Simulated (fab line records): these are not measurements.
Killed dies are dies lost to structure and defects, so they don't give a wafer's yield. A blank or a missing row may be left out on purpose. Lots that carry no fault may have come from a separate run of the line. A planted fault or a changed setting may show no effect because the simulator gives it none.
Struck lot and sound lot, side by side	flow sky130	21 steps out of a route of 708
Sound: the wafers L342.1, L342.3, L342.6. Struck: wafers L350.4, L350.6 (left out: L350.2, a lot-mate that was not struck); the cause follows at the end.
Order at every step that has rows: each side's tool, ch and its chambers, its first start. Under that, the readings that differ: sound wafers	struck wafers	difference of the means	sigmas: that difference in standard deviations of wafers without a fault.
alike: readings whose means differ by less than 2 such deviations, and words and numbers that are the same on both sides. not compared: withheld readings, readings that some wafer has no value for, bounds like >300 that may hide the same value, and numbers for which the record gives no deviation and whose values overlap.
Wherever a step has rows on one side only, a row that says differs or no value, or a row with sigmas, the two part there. When numbers do not overlap yet have no deviation, they are printed without sigmas and do not part them. Lack of a reading on every wafer of one side parts them only where that side has two or more wafers.

first, 4 steps without rows for these wafers: SKY_METAL3_STRIP_20 (strips in post etch residue remover, time 1200 s); SKY_METAL3_CLEAN_21 (cleans in IPA, time 180 s); SKY_METAL3_CLEAN_22 (cleans in O3/DIW); SKY_VIA3_HDPCVD_00 (deposits SiO2, target thk 1635 nm, time 272.5 s).
SKY_VIA3_THK_MEAS_01:
  struck on film-metro-03, day 41 07:39; sound on film-metro-03, day 40 14:52
  alike: VIA3_HDPCVD_THK
SKY_VIA3_CMP_02: polishes SiO2.
  sound on cmp-02 ch 0,1,2, day 40 14:55; struck on cmp-01 ch 0,1, day 41 07:42
  alike: motor-current-A, slurry-flow-ml-min
SKY_VIA3_BOW_MEAS_03:
  struck on film-metro-03, day 41 08:01; sound on film-metro-02, day 40 15:13
  alike: VIA3_BOW
then, 5 steps without rows for these wafers: SKY_VIA3_DEHYDRATE_04 (time 60 s); SKY_VIA3_HMDS_05 (prime time 60 s); SKY_VIA3_COAT_06 (resist thk 60 nm); SKY_VIA3_COAT_07 (resist thk 450 nm); SKY_VIA3_SOFTBAKE_08 (time 90 s).
SKY_VIA3_EXPOSE_09: exposes mask VIM3, target cd 200 nm.
  sound on krf-scanner-02 ch 0, day 41 04:31; struck on krf-scanner-01 ch 0, day 41 20:28
  alike: mask
then, 2 steps without rows for these wafers: SKY_VIA3_PEB_10; SKY_VIA3_DEVELOP_11 (develop time 60 s).
SKY_VIA3_CD_MEAS_12: target cd 200 nm.
  struck on cd-sem-01, day 42 09:23; sound on cd-sem-01, day 41 16:43
reading	sound	struck	difference	sigmas
cd-nm (nm)	202.3 201.6 202.5	191.1 191.3	-10.9	-9
SKY_VIA3_OVL_MEAS_13:
  struck on overlay-02, day 42 09:30; sound on overlay-01, day 41 16:50
  alike: VIA3_OVL
SKY_VIA3_ETCH_14: etches BARC in N2/H2, stops on SiO2, time 45.9 s, target depth 60 nm.
  sound on rie-diel-03 ch 0,2,3, day 41 16:53; struck on rie-diel-04 ch 2,3, day 42 09:32
reading	sound	struck	difference	sigmas
model.VIA3.cd-nm (nm)	200.7 201.8 203.9	190.6 191.5	-11.1	
  alike: drypump-motor-current-A, oes-product-au, throttle-valve-pct
  not compared: rf-hours-counter-h
SKY_VIA3_ETCH_15: etches SiO2 in C4F8/O2/Ar, stops on TiN, target depth 507 nm, time 78 s.
  sound on rie-diel-03 ch 0,2,3, day 41 16:55; struck on rie-diel-04 ch 2,3, day 42 09:34
reading	sound	struck	difference	sigmas
model.VIA3.cd-nm (nm)	193.8 200.1 202	190.3 191.4	-7.8	
  alike: oes-product-au
  not compared: rf-hours-counter-h
SKY_VIA3_STRIP_16: strips in O2/N2.
  sound on plasma-asher-04 ch 0,1, day 41 16:59; struck on plasma-asher-04 ch 1, day 42 09:38
  alike: drypump-motor-current-A, oes-product-au, strip-time-to-endpoint-s
  not compared: rf-hours-counter-h
-- the record jumps here: 6 days lie between the struck wafers' starts before and after (it left off in module VIA3 and takes up again in module PAD_OPEN, whose first step shown is number 708 of the route) --
SKY_PAD_OPEN_PROBE_99:
  struck on prober-02, day 48 12:11; sound on prober-01, day 47 22:13
reading	sound	struck	difference	sigmas
model.etest.via3-chain.rc-ohm	10.27 9.722 9.134	10.93 10.51	+1.01	
  alike: defect-limited-yield, killed_at_M0_to_M3, killed_at_M4_up, killed-at-contacts, killed-at-front-end, killed-at-other, killed-dies, killed-open, killed-short, sort_bin_3_pad_short, sort_bin_5_function, sort_bin_6_memory, sort-n-pass, sort-yield-pct

## WHERE THEY PART
Only at SKY_VIA3_CD_MEAS_12, as far as this record shows. Later steps at which nothing parts them and some readings are alike: SKY_VIA3_OVL_MEAS_13, SKY_VIA3_ETCH_14, SKY_VIA3_ETCH_15, SKY_VIA3_STRIP_16, SKY_PAD_OPEN_PROBE_99.

WHY: whatever the simulator had introduced
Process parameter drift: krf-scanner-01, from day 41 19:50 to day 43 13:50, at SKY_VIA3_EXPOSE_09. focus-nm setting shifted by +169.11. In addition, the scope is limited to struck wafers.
